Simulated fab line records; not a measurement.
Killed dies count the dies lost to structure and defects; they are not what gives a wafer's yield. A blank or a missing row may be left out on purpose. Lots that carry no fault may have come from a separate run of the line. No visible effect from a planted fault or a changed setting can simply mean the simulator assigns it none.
Which tool did it? | flow sky130 | 33 wafers from 11 lots sampled at 5 of the route's 708 steps

## WHAT THE GAUGES SHOWED, per wafer
SKY_FIELD_ISO_THK_MEAS_23. Usual: for FIELD_ISO_OXIDATION_01_THK the level is 10.00 nm and the standard deviation is 0.21.
lot  | measured    | on            | FIELD_ISO_OXIDATION_01_THK (nm) | flag
L534 | day 2 13:49 | film_metro-01 | 9.79 9.77 9.77                  |
L535 | day 2 19:49 | film_metro-04 | 10.10 10.28 10.11               |
L536 | day 3 01:30 | film_metro-03 | 10.18 10.29 10.37               |
L537 | day 3 07:06 | film_metro-04 | 10.08 10.11 9.98                |
L538 | day 3 11:08 | film_metro-03 | 9.93 9.90 9.80                  |
L539 | day 3 17:47 | film_metro-03 | 9.99 10.22 10.03                |
L541 | day 4 02:22 | film_metro-04 | 9.78 9.67 9.88                  |
L546 | day 5 07:40 | film_metro-03 | 9.98 9.92 9.83                  |
L548 | day 5 15:16 | film_metro-01 | 9.86 9.86 10.02                 |
L555 | day 7 02:04 | film_metro-04 | 10.34 10.25 10.26               |
L556 | day 7 06:58 | film_metro-04 | 9.86 9.92 9.84                  |

SKY_NWELL_THK_MEAS_02. Usual: for NWELL_OXIDATION_THK the level is 10.00 nm and the standard deviation is 0.2.
lot  | measured    | on            | NWELL_OXIDATION_THK (nm) | flag
L534 | day 2 22:00 | film_metro-02 | 9.88 10.07 9.89          |
L535 | day 3 03:26 | film_metro-02 | 9.69 10.02 9.91          |
L536 | day 3 08:28 | film_metro-02 | 10.15 10.32 10.21        |
L537 | day 3 15:13 | film_metro-03 | 10.33 10.27 10.26        |
L538 | day 3 19:05 | film_metro-03 | 9.85 9.87 9.78           |
L539 | day 4 00:28 | film_metro-01 | 10.02 10.02 9.87         |
L541 | day 4 07:51 | film_metro-03 | 10.00 10.10 10.11        |
L546 | day 5 14:12 | film_metro-03 | 10.26 10.20 10.29        |
L548 | day 5 22:24 | film_metro-02 | 9.83 9.83 9.74           |
L555 | day 7 06:55 | film_metro-02 | 10.08 10.18 9.97         |
L556 | day 7 12:17 | film_metro-02 | 10.43 10.26 10.36        |

SKY_VT_ADJUST_NCORE_CD_MEAS_07: the cd target is 380 nm. Usual: cd_nm at 379.1 nm, with a standard deviation of 2.6.
lot  | measured     | on        | cd_nm (nm)        | flag
L534 | day 8 23:44  | cd_sem-01 | 379.3 378.6 381.3 |
L535 | day 9 07:16  | cd_sem-01 | 380.9 378.9 380.8 |
L536 | day 9 14:37  | cd_sem-01 | 379.0 376.4 377.5 |
L537 | day 9 23:04  | cd_sem-02 | 375.3 376.3 377.0 |
L538 | day 10 03:28 | cd_sem-01 | 383.6 384.3 382.4 |
L539 | day 10 11:25 | cd_sem-02 | 378.4 380.7 378.9 |
L541 | day 10 21:08 | cd_sem-01 | 379.3 382.4 379.1 |
L546 | day 12 15:32 | cd_sem-01 | 370.5 350.2 355.7 | OFF
L548 | day 13 05:07 | cd_sem-02 | 376.9 377.7 378.2 |
L555 | day 15 01:52 | cd_sem-01 | 377.9 377.7 377.9 |
L556 | day 15 07:04 | cd_sem-01 | 379.1 379.0 378.0 |

## TOOL THAT RAN EACH LOT (tool first, then ch and the chambers of the sampled wafers, then the start)
lot  | SKY_FIELD_ISO_ETCH_15             | SKY_VT_ADJUST_NCORE_EXPOSE_04
L534 | rie_diel-01 ch 1,2,3, day 2 11:00 | iline_stepper-01 ch 0, day 8 13:13
L535 | rie_diel-04 ch 0,1,3, day 2 16:02 | iline_stepper-01 ch 0, day 8 21:20
L536 | rie_diel-04 ch 1,3, day 2 20:50   | iline_stepper-02 ch 0, day 9 03:56
L537 | rie_diel-02 ch 1,2, day 3 02:56   | iline_stepper-02 ch 0, day 9 12:35
L538 | rie_diel-01 ch 1,2,3, day 3 07:15 | iline_stepper-01 ch 0, day 9 16:49
L539 | rie_diel-01 ch 0,1,2, day 3 13:53 | iline_stepper-01 ch 0, day 10 00:31
L541 | rie_diel-01 ch 0,1,3, day 3 23:15 | iline_stepper-01 ch 0, day 10 11:13
L546 | rie_diel-01 ch 0,2, day 5 02:29   | iline_stepper-02 ch 0, day 12 03:23
L548 | rie_diel-01 ch 1,2, day 5 11:53   | iline_stepper-01 ch 0, day 12 16:49
L555 | rie_diel-01 ch 2,3, day 6 23:54   | iline_stepper-02 ch 0, day 14 12:55
L556 | rie_diel-02 ch 1,2, day 7 04:20   | iline_stepper-01 ch 0, day 14 18:36
- SKY_FIELD_ISO_ETCH_15: etches the open film in CHF3/O2, stops on Si, target depth 180 nm, time 70.07 s.
- SKY_VT_ADJUST_NCORE_EXPOSE_04: exposes mask LVTN COMPLEMENT THIN, target cd 380 nm.

## AS READ BY THE TOOLS THEMSELVES (means over the sampled wafers that have a number; for cases with no such wafer, the mark the record gives instead)
SKY_FIELD_ISO_ETCH_15. Usual: drypump_motor_current_A 5.9 A, standard deviation 0.42; oes_product_au 0.961 a.u., standard deviation 0.0061; throttle_valve_pct 8.848 %, standard deviation 0.0088.
lot  | tool        | drypump_motor_current_A (A) | oes_product_au (a.u.) | throttle_valve_pct (%) | flag
L534 | rie_diel-01 | 6.0                         | 0.965                 | 8.850                  |
L535 | rie_diel-04 | 5.9                         | 0.958                 | 8.854                  |
L536 | rie_diel-04 | 5.9                         | 0.952                 | 8.854                  |
L537 | rie_diel-02 | 5.8                         | 0.959                 | 8.852                  |
L538 | rie_diel-01 | 6.0                         | 0.963                 | 8.857                  |
L539 | rie_diel-01 | 5.9                         | 0.966                 | 8.850                  |
L541 | rie_diel-01 | 5.8                         | 0.963                 | 8.845                  |
L546 | rie_diel-01 | 5.6                         | 0.956                 | 8.853                  |
L548 | rie_diel-01 | 6.2                         | 0.967                 | 8.846                  |
L555 | rie_diel-01 | 5.7                         | 0.962                 | 8.840                  |
L556 | rie_diel-02 | 5.8                         | 0.956                 | 8.853                  |

SKY_VT_ADJUST_NCORE_EXPOSE_04. Usual: exposure_dose_mJ_cm2 138.97, standard deviation 0.13; stage_vel_mm_s 499.98 mm/s, standard deviation 0.24.
lot  | tool             | exposure_dose_mJ_cm2 | stage_vel_mm_s (mm/s) | flag
L534 | iline_stepper-01 | 139.04               | 500.08                |
L535 | iline_stepper-01 | 139.24               | 499.99                |
L536 | iline_stepper-02 | 138.91               | 499.92                |
L537 | iline_stepper-02 | 138.96               | 500.10                |
L538 | iline_stepper-01 | 139.04               | 500.01                |
L539 | iline_stepper-01 | 138.84               | 499.58                |
L541 | iline_stepper-01 | 139.04               | 500.28                |
L546 | iline_stepper-02 | 140.43               | 500.06                | OFF
L548 | iline_stepper-01 | 138.87               | 500.01                |
L555 | iline_stepper-02 | 138.96               | 500.14                |
L556 | iline_stepper-01 | 138.97               | 500.12                |

## THE ANSWER, worked out from the rows above alone
Rule: a lot counts as off when the mean over its wafers that have a number is more than 3 standard deviations away from the usual mean. A lot without any number at a reading at which 4 lots or more have one is off too. All remaining lots with rows at the step are treated as sound. Order of review: gauges by route order, followed by the tools' own readings, for which a lot's mean as printed above is used. At the first step where some lot is off, the reading lying furthest off is the one used; lots without a number count as furthest.
Off at SKY_VT_ADJUST_NCORE_CD_MEAS_07 (cd_nm): L546.
If a tool, at a process step before that reading, ran all the lots that are off and no sound lot after the first of them, it fits. Not tried: the gauges at SKY_VT_ADJUST_NCORE_CD_MEAS_07; whatever is off there is also off at SKY_VT_ADJUST_NCORE_EXPOSE_04, on other tools, and gauge error can't account for it. None of those tried fits.

## WHAT THE SIMULATOR HAD PUT IN
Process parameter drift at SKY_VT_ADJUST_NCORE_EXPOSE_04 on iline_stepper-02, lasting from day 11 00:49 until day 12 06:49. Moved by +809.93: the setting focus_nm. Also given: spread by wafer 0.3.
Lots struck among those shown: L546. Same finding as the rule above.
